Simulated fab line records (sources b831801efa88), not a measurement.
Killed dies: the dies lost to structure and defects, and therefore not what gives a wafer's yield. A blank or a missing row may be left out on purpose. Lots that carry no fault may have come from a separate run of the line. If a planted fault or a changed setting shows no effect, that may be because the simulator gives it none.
A sampling plan put to the test -- flow gf180mcu -- one fab line, 23 faults that these records tell of, each judged on the records of the lots that it struck
The plan consists of the line's own looks: route steps at which the wafer is read by a gauge or an inspection but not changed. A look can be judged if struck wafers have a number there and the file gives its usual mean and standard deviation on fault-free wafers. Caught: 4 or more of those standard deviations (sigma) separate the usual mean from the mean of the struck wafers at a look after the fault's first step. On the tool: the test repeated on the tool's own readings taken at the fault's steps. Another recipe on the struck wafers, or a record that is blank for them alone, also counts as caught.

== THE FAULTS, as the simulator had put them in ==
1. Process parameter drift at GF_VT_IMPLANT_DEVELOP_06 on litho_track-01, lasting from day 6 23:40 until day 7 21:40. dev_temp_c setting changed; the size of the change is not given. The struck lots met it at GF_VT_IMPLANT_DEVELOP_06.
2. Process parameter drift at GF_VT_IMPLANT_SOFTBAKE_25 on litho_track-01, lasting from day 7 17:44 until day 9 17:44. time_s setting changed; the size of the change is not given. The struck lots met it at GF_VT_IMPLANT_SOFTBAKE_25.
3. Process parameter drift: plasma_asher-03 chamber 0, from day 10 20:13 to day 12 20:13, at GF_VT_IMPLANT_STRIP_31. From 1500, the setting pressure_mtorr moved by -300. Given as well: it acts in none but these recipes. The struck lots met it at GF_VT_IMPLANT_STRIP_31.
4. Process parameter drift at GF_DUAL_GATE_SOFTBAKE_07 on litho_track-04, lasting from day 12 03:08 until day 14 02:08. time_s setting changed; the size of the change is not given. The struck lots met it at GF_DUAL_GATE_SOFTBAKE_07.
5. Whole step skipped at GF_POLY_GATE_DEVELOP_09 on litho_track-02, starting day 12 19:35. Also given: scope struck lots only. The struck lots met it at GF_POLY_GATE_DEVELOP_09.
6. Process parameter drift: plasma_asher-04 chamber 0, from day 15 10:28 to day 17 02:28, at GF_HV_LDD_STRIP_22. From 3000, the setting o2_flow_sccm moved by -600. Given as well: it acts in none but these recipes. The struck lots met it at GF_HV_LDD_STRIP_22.
7. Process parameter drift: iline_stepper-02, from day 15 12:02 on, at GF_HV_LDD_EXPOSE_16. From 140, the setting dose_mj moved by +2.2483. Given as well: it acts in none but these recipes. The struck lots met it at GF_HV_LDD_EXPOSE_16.
8. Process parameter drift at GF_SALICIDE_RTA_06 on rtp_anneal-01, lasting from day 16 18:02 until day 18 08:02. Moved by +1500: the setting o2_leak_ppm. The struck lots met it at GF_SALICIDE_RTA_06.
9. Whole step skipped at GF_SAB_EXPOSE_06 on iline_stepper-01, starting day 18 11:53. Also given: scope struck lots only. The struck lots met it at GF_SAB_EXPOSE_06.
10. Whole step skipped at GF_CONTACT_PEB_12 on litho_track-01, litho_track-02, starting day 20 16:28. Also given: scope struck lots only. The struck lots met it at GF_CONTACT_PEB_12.
11. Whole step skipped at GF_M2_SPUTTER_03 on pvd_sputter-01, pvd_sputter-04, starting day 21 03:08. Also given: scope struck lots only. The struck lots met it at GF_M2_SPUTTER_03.
12. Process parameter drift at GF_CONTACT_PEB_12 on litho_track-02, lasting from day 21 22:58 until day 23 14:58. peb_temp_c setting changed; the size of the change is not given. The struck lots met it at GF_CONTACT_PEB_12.
13. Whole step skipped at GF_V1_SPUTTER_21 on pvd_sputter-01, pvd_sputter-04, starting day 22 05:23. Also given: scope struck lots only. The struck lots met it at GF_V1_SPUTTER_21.
14. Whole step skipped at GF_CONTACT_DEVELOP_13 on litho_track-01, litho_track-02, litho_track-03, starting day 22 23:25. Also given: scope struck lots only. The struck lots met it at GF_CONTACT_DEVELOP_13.
15. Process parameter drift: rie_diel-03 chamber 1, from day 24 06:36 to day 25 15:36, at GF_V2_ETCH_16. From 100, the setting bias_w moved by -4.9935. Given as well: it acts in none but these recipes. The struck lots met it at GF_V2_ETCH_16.
16. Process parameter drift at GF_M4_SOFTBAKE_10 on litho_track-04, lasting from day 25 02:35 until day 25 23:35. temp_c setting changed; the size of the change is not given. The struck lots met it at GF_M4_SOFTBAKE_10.
17. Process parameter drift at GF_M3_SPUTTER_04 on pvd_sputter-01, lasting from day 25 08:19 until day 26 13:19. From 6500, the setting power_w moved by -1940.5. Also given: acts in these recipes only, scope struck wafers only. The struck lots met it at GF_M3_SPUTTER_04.
18. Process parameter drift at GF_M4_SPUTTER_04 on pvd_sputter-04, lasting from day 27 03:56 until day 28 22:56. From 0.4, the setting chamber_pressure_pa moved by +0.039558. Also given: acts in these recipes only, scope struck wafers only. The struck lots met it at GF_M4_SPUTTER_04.
19. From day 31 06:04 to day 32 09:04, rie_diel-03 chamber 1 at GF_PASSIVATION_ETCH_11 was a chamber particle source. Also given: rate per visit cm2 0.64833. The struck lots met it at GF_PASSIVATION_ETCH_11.
20. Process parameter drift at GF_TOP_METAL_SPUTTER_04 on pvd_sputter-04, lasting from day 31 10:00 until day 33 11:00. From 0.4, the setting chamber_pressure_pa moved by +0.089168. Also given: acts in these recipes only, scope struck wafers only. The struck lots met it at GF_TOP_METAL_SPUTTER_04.
21. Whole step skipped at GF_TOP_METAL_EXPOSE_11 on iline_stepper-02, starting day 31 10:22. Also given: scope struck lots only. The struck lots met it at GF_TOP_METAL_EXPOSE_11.
22. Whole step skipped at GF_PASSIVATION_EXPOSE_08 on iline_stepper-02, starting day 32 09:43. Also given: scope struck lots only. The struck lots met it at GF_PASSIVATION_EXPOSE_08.
23. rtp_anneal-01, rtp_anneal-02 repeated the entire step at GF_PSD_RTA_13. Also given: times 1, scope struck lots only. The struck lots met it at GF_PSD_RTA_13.

== WHAT THE PLAN SAW ==
fault,on the tool itself,first look that catches it,"reading, sigma",median hours from its first step to that look,hours from the fault's start to the first struck lot there,judged looks passed uncaught
1,developer_temp_C -9.7 sigma,none of the 2 looks that can be judged after it,-,-,-,2
2,heater_power_total_W +26 sigma,none of the 2 looks that can be judged after it,-,-,-,2
3,chamber_pressure_mTorr -99 or beyond sigma,no look after it can be judged,-,-,-,0
4,heater_power_total_W +99 or beyond sigma,no look after it can be judged,-,-,-,0
5,the tool's record is blank for the struck wafers,no look after it can be judged,-,-,-,0
6,o2_flow_sccm -71 sigma,no look after it can be judged,-,-,-,0
7,exposure_dose_mJ_cm2 +15 sigma,no look after it can be judged,-,-,-,0
8,chamber_o2_ppm +99 or beyond sigma,not the one look that can be judged after it,-,-,-,1
9,no reading that can be judged,no look after it can be judged,-,-,-,0
10,the tool's record is blank for the struck wafers,no look after it can be judged,-,-,-,0
11,the tool's record is blank for the struck wafers,no look after it can be judged,-,-,-,0
12,heater_power_total_W +8.8 sigma,no look after it can be judged,-,-,-,0
13,the tool's record is blank for the struck wafers,no look after it can be judged,-,-,-,0
14,the tool's record is blank for the struck wafers,no look after it can be judged,-,-,-,0
15,bias_w -15 sigma,not the one look that can be judged after it,-,-,-,1
16,heater_power_total_W -68 sigma,GF_M4_CD_MEAS_14,cd_nm +8.2,10.6,20,0
17,cathode_dc_power_W -99 or beyond sigma,no look after it can be judged,-,-,-,0
18,chamber_pressure_pa +55 sigma,not the one look that can be judged after it,-,-,-,1
19,under 2 sigma,not the one look that can be judged after it,-,-,-,1
20,chamber_pressure_pa +99 or beyond sigma,no look after it can be judged,-,-,-,0
21,no reading that can be judged,no look after it can be judged,-,-,-,0
22,no reading that can be judged,no look after it can be judged,-,-,-,0
23,under 2 sigma,no look after it can be judged,-,-,-,0
A dash: the fault isn't caught, or these records don't give the number.

Caught at a look: 1 of 23. Caught on the tool: 18 of 23. By one or the other: 18 of 23.
On the tool alone, faults 1, 2, 3, 4, 5, 6, 7, 8, 10, 11, 12, 13, 14, 15, 17, 18, 20 were caught.
Caught by neither: faults 9, 19, 21, 22, 23.

== THINNER SAMPLING ==
Were the look that catches a fault to measure just every second or every third lot (counted by lot number), the first struck lot would, at worst, be measured this late:
fault,"struck lots at that look, in order of time",every lot,every second lot,every third lot
16,"L776, L777",20 h,28 h,may miss all 2
Hours count from the start of the fault until the first struck lot that is measured. 4 sigma limit: tested on the pooled struck wafers, so a lone lot may be under it. Other struck lots may not be in these records.

== THE LONGEST TIMED WAY FROM STEP TO LOOK ==
Fault 16: median gap of 10.6 hours between GF_M4_SOFTBAKE_10 and GF_M4_CD_MEAS_14. No look between them can be judged.
